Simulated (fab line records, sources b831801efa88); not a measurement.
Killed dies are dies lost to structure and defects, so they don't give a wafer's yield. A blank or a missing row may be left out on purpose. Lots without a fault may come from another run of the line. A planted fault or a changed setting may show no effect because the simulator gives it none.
A struck lot beside a sound one | flow sky130 | 40 steps out of a route of 708
Sound: wafers L286.1, L286.2, L286.3. Struck: wafers L299.1, L299.4, L299.5. The cause comes at the end.
At each step with rows: each side's tool, then ch and its chambers, then its first start. Under that, the readings that differ: sound wafers | struck wafers | difference of the means | sigmas: that difference in standard deviations of wafers without a fault.
alike: readings whose means differ by less than 2 such deviations, and words and numbers that are the same on both sides. not compared: withheld readings, readings that some wafer has no value for, bounds like >300 that may hide the same value, and numbers for which the record gives no deviation and whose values overlap.
The two part at a step that has a row with sigmas, a row that says differs or no value, or rows on one side only. Numbers that don't overlap but have no deviation are shown without sigmas and don't part them. A reading that every wafer of one side lacks parts them only if that side has two wafers or more.

first, 7 steps without rows for these wafers: SKY_VIA3_ETCH_14 (etches BARC in N2/H2, stops on SiO2, time 45.9 s, target depth 60 nm); SKY_VIA3_ETCH_15 (etches SiO2 in C4F8/O2/Ar, stops on TiN, target depth 507 nm, time 81.07 s); SKY_VIA3_STRIP_16 (strips in O2/N2); SKY_VIA3_STRIP_17 (strips in post etch residue remover, time 1200 s); SKY_VIA3_CLEAN_18 (cleans in IPA, time 180 s); SKY_VIA3_CLEAN_19 (cleans in O3/DIW); SKY_VIA3_SPUTTER_20 (material TiN, target thk 20 nm, time 80 s).
SKY_VIA3_CVD_21: deposits W, target thk 390 nm, time 117.31 s.
  sound on cvd_w-02 ch 0,1, day 40 03:14; struck on cvd_w-01 ch 1, day 43 18:48
  alike: heater_power_w
SKY_VIA3_RS_MEAS_22: measures by four-point-probe.
  sound on film_metro-04, day 40 03:22; struck on film_metro-01, day 43 18:56
  alike: VIA3_W_RS
SKY_VIA3_THK_MEAS_23: measures by xrf.
  sound on film_metro-04, day 40 03:29; struck on film_metro-01, day 43 19:03
  alike: VIA3_W_THK
SKY_VIA3_CMP_24: polishes, stops on SiO2, t overpolish 20 s, target thk 0 nm.
  sound on cmp-02 ch 1,2,3, day 40 03:33; struck on cmp-02 ch 0,1, day 43 19:10
  alike: motor_current_A, overpolish_run_s, retaining_ring_pressure_frac, time_to_endpoint_s
then, 1 step without rows for these wafers: SKY_METAL4_SPUTTER_00 (material Ti, target thk 15 nm, time 10 s).
SKY_METAL4_SPUTTER_01: material TiN, target thk 20 nm, time 16.7 s.
  sound on pvd_sputter-04, day 40 03:52; struck on pvd_sputter-04, day 43 19:26
  no value came back on the struck wafers for cathode_dc_power_W (W), chamber_pressure_pa (Pa), throttle_valve_pct (%); on the sound wafers cathode_dc_power_W (W) reads 6501.1 6502.3 6500.2
then, 3 steps without rows for these wafers: SKY_METAL4_SPUTTER_02 (material AlCu, target thk 735 nm, time 39.1 s); SKY_METAL4_SPUTTER_03 (material Ti, target thk 5 nm, time 3.3 s); SKY_METAL4_SPUTTER_04 (material TiN, target thk 70 nm, time 58.3 s).
SKY_CAP2M_CVD_00: deposits SiO2, target thk 15.5 nm.
  sound on pecvd-01 ch 0,2, day 40 04:00; struck on pecvd-03 ch 0,2, day 43 19:34
  alike: heater_power_w
SKY_CAP2M_SPUTTER_02: material TiN, target thk 200 nm, time 166.7 s.
  sound on pvd_sputter-03, day 40 04:05; struck on pvd_sputter-03, day 43 19:38
  alike: cathode_dc_power_W, chamber_pressure_pa, throttle_valve_pct
then, 7 steps without rows for these wafers: SKY_CAP2M_DEHYDRATE_05 (time 60 s); SKY_CAP2M_HMDS_06 (prime time 60 s); SKY_CAP2M_COAT_07 (resist thk 1140 nm); SKY_CAP2M_SOFTBAKE_08 (time 60 s); SKY_CAP2M_EXPOSE_09 (exposes mask CAP2M, target cd 1000 nm); SKY_CAP2M_PEB_10; SKY_CAP2M_DEVELOP_11 (develop time 60 s).
SKY_CAP2M_OVL_MEAS_12:
  sound on overlay-02, day 41 03:58; struck on overlay-02, day 44 18:13
  alike: CAP2M_OVL
then, 1 step without rows for these wafers: SKY_CAP2M_METAL_ETCH_13 (etches TiN in Cl2/BCl3, stops on SiO2, target depth 220 nm, time 62.9 s).
SKY_CAP2M_STRIP_14: strips in O2/N2.
  sound on plasma_asher-02 ch 0,1, day 41 04:05; struck on plasma_asher-04 ch 1, day 44 18:20
  alike: drypump_motor_current_A, oes_product_au, strip_time_to_endpoint_s
  not compared: rf_hours_counter_h
then, 11 steps without rows for these wafers: SKY_CAP2M_STRIP_15 (strips in post etch residue remover, time 1200 s); SKY_CAP2M_CLEAN_16 (cleans in IPA, time 180 s); SKY_CAP2M_CLEAN_17 (cleans in O3/DIW); SKY_METAL4_DEHYDRATE_05 (time 60 s); SKY_METAL4_HMDS_06 (prime time 60 s); SKY_METAL4_COAT_07 (resist thk 60 nm); SKY_METAL4_COAT_08 (resist thk 1140 nm); SKY_METAL4_SOFTBAKE_09 (time 90 s); SKY_METAL4_EXPOSE_10 (exposes mask MM4, target cd 300 nm); SKY_METAL4_PEB_11; SKY_METAL4_DEVELOP_12 (develop time 60 s).
SKY_METAL4_METAL_ETCH_18: etches the open film in Cl2/BCl3, stops on SiO2, target depth 845 nm, time 183.1 s.
  sound on rie_metal-02 ch 0,1, day 42 05:10; struck on rie_metal-02 ch 0,1, day 45 16:08
  reading               | sound             | struck            | difference | sigmas
  oes_product_au (a.u.) | 0.860 0.867 0.865 | 0.858 0.851 0.850 | -0.011     | -2
  alike: drypump_motor_current_A, throttle_valve_pct
  not compared: rf_hours_counter_h

WHERE THEY PART
First at SKY_METAL4_SPUTTER_01; last, within this record, at SKY_METAL4_METAL_ETCH_18.

WHY: what the simulator had put in
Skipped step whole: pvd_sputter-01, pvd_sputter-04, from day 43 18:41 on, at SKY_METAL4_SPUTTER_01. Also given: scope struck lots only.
